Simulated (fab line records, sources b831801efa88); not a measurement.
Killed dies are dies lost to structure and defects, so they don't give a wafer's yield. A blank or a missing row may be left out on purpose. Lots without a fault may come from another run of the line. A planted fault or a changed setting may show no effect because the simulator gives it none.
Which tool did it? | flow gf180mcu | 13 lots, 39 wafers sampled, at 5 steps of a route of 602

WHAT THE GAUGES READ, wafer by wafer
GF_MVPSD_OVL_MEAS_07. Usual: MVPSD_OVL -0.3 nm, standard deviation 1.4.
lot  | measured     | on         | MVPSD_OVL (nm) | flag
L949 | day 5 01:37  | overlay-02 | 1.7 -1.3 -2.3  |
L951 | day 5 11:49  | overlay-02 | -1.7 -2.3 0.2  |
L952 | day 5 19:11  | overlay-01 | -0.6 0.4 -0.1  |
L953 | day 6 01:31  | overlay-02 | 2.1 1.3 -0.2   |
L955 | day 6 13:05  | overlay-02 | -0.5 -0.5 -0.3 |
L956 | day 6 19:26  | overlay-02 | 2.1 0.8 2.3    |
L957 | day 7 03:01  | overlay-02 | -1.7 -2.3 -2.0 |
L963 | day 8 18:05  | overlay-02 | 0.1 -0.3 -1.3  |
L964 | day 9 01:04  | overlay-02 | 1.2 1.9 0.6    |
L965 | day 9 03:16  | overlay-01 | -2.2 -1.1 -0.2 |
L967 | day 9 15:49  | overlay-01 | 1.0 -1.8 0.5   |
L970 | day 10 11:04 | overlay-02 | -0.7 -1.8 -0.2 |
L971 | day 10 11:25 | overlay-02 | -0.7 0.6 -0.9  |

GF_VT_IMPLANT_TW_MEAS_43. Usual: VT_IMPLANT_4_TW 696, standard deviation 3.9.
lot  | measured     | on            | VT_IMPLANT_4_TW | flag
L949 | day 7 13:04  | film_metro-01 | 688 687 692     |
L951 | day 8 02:07  | film_metro-02 | 695 689 690     |
L952 | day 8 10:14  | film_metro-01 | 694 697 692     |
L953 | day 8 17:09  | film_metro-04 | 697 700 702     |
L955 | day 9 06:02  | film_metro-02 | 697 692 693     |
L956 | day 9 12:58  | film_metro-04 | 700 701 700     |
L957 | day 9 21:13  | film_metro-02 | 700 696 697     |
L963 | day 11 17:39 | film_metro-04 | 874 870 869     | OFF
L964 | day 12 01:53 | film_metro-04 | 872 867 873     | OFF
L965 | day 12 03:47 | film_metro-02 | 865 870 873     | OFF
L967 | day 12 19:08 | film_metro-02 | 701 697 696     |
L970 | day 13 17:52 | film_metro-02 | 696 693 696     |
L971 | day 13 17:59 | film_metro-01 | 694 697 697     |

WHICH TOOL RAN EACH LOT (tool, then ch and the chambers of the sampled wafers, then the start)
lot  | GF_VT_IMPLANT_STRIP_20               | GF_VT_IMPLANT_STRIP_31               | GF_VT_IMPLANT_IMPLANT_41
L949 | plasma_asher-01 ch 0,1, day 6 05:42  | plasma_asher-01 ch 0,1, day 6 21:00  | implanter-02 ch 0, day 7 12:49
L951 | plasma_asher-02 ch 0,1, day 6 18:08  | plasma_asher-02 ch 0,1, day 7 10:12  | implanter-02 ch 0, day 8 01:52
L952 | plasma_asher-01 ch 0,1, day 7 02:03  | plasma_asher-02 ch 0,1, day 7 17:41  | implanter-02 ch 0, day 8 10:01
L953 | plasma_asher-01 ch 0,1, day 7 08:29  | plasma_asher-04 ch 0,1, day 8 00:17  | implanter-02 ch 0, day 8 16:54
L955 | plasma_asher-04 ch 0,1, day 7 20:36  | plasma_asher-01 ch 0,1, day 8 12:54  | implanter-02 ch 0, day 9 05:49
L956 | plasma_asher-01 ch 0,1, day 8 03:35  | plasma_asher-04 ch 0,1, day 8 20:09  | implanter-02 ch 0, day 9 12:46
L957 | plasma_asher-02 ch 0,1, day 8 11:58  | plasma_asher-04 ch 0,1, day 9 04:13  | implanter-04 ch 0, day 9 20:58
L963 | plasma_asher-02 ch 0,1, day 10 05:06 | plasma_asher-02 ch 0,1, day 10 22:50 | implanter-04 ch 0, day 11 17:07
L964 | plasma_asher-04 ch 0,1, day 10 12:08 | plasma_asher-04 ch 1, day 11 06:19   | implanter-01 ch 0, day 12 01:17
L965 | plasma_asher-02 ch 0,1, day 10 13:43 | plasma_asher-02 ch 0,1, day 11 08:49 | implanter-04 ch 0, day 12 03:13
L967 | plasma_asher-02 ch 0,1, day 11 04:23 | plasma_asher-01 ch 0,1, day 11 23:47 | implanter-02 ch 0, day 12 18:53
L970 | plasma_asher-04 ch 0,1, day 12 01:07 | plasma_asher-02 ch 0,1, day 12 20:53 | implanter-02 ch 0, day 13 17:37
L971 | plasma_asher-02 ch 0,1, day 12 01:21 | plasma_asher-01 ch 0,1, day 12 20:57 | implanter-01 ch 0, day 13 17:44
- GF_VT_IMPLANT_STRIP_20: strips in O2/N2.
- GF_VT_IMPLANT_STRIP_31: strips in O2/N2.
- GF_VT_IMPLANT_IMPLANT_41

WHAT THE TOOLS THEMSELVES READ (means of the sampled wafers that have a number; where no wafer has one, the mark that the record gives instead)
GF_VT_IMPLANT_STRIP_20. Usual: drypump_motor_current_A 5.4 A, standard deviation 0.34; heater_power_w 315 W, standard deviation 26; oes_product_au 0.716 a.u., standard deviation 0.0045; strip_time_to_endpoint_s 12.62 s, standard deviation 0.038.
lot  | tool            | drypump_motor_current_A (A) | heater_power_w (W) | oes_product_au (a.u.) | strip_time_to_endpoint_s (s) | flag
L949 | plasma_asher-01 | 5.5                         | 313                | 0.715                 | 12.67                        |
L951 | plasma_asher-02 | 5.3                         | 307                | 0.720                 | 12.63                        |
L952 | plasma_asher-01 | 5.5                         | 317                | 0.719                 | 12.61                        |
L953 | plasma_asher-01 | 5.7                         | 313                | 0.717                 | 12.62                        |
L955 | plasma_asher-04 | 5.4                         | 298                | 0.720                 | 12.60                        |
L956 | plasma_asher-01 | 5.5                         | 322                | 0.717                 | 12.61                        |
L957 | plasma_asher-02 | 5.3                         | 310                | 0.714                 | 12.59                        |
L963 | plasma_asher-02 | 5.1                         | 330                | 0.715                 | 12.63                        |
L964 | plasma_asher-04 | 5.5                         | 309                | 0.718                 | 12.60                        |
L965 | plasma_asher-02 | 5.1                         | 332                | 0.717                 | 12.59                        |
L967 | plasma_asher-02 | 5.3                         | 311                | 0.715                 | 12.57                        |
L970 | plasma_asher-04 | 5.5                         | 308                | 0.718                 | 12.66                        |
L971 | plasma_asher-02 | 5.3                         | 313                | 0.715                 | 12.54                        |

GF_VT_IMPLANT_STRIP_31. Usual: drypump_motor_current_A 5.5 A, standard deviation 0.37; heater_power_w 314 W, standard deviation 22; oes_product_au 0.710 a.u., standard deviation 0.0043; strip_time_to_endpoint_s 12.78 s, standard deviation 0.034.
lot  | tool            | drypump_motor_current_A (A) | heater_power_w (W) | oes_product_au (a.u.) | strip_time_to_endpoint_s (s) | flag
L949 | plasma_asher-01 | 5.8                         | 316                | 0.713                 | 12.80                        |
L951 | plasma_asher-02 | 5.1                         | 332                | 0.711                 | 12.82                        |
L952 | plasma_asher-02 | 5.1                         | 330                | 0.713                 | 12.79                        |
L953 | plasma_asher-04 | 5.4                         | 305                | 0.715                 | 12.78                        |
L955 | plasma_asher-01 | 5.5                         | 317                | 0.710                 | 12.81                        |
L956 | plasma_asher-04 | 5.4                         | 296                | 0.707                 | 12.76                        |
L957 | plasma_asher-04 | 5.5                         | 309                | 0.705                 | 12.80                        |
L963 | plasma_asher-02 | 5.1                         | 326                | 0.711                 | 12.81                        |
L964 | plasma_asher-04 | 5.4                         | 287                | 0.715                 | 12.75                        |
L965 | plasma_asher-02 | 5.1                         | 332                | 0.713                 | 12.75                        |
L967 | plasma_asher-01 | 5.8                         | 315                | 0.712                 | 12.79                        |
L970 | plasma_asher-02 | 5.1                         | 332                | 0.711                 | 12.80                        |
L971 | plasma_asher-01 | 5.8                         | 312                | 0.714                 | 12.74                        |

THE ANSWER, worked out from the rows above alone
Rule: a lot is off if the mean of its wafers that have a number lies more than 3 standard deviations from the usual mean. A lot without any number at a reading at which 4 lots or more have one is off too. The other lots that the step has rows for count as sound. The gauges are gone through in route order, then the tools' own readings, and for those a lot's mean is taken as printed above. The first step at which some lot is off is used, and at that step the reading that is off furthest; a lot without a number counts as furthest.
Off: L963, L964, L965, at GF_VT_IMPLANT_TW_MEAS_43 (VT_IMPLANT_4_TW).
A tool fits if, at a process step before that reading, it ran every lot that is off, and no sound lot after the first of them. The gauges at GF_VT_IMPLANT_TW_MEAS_43 are tried like those tools. None of those tried fits.

WHAT THE SIMULATOR HAD PUT IN
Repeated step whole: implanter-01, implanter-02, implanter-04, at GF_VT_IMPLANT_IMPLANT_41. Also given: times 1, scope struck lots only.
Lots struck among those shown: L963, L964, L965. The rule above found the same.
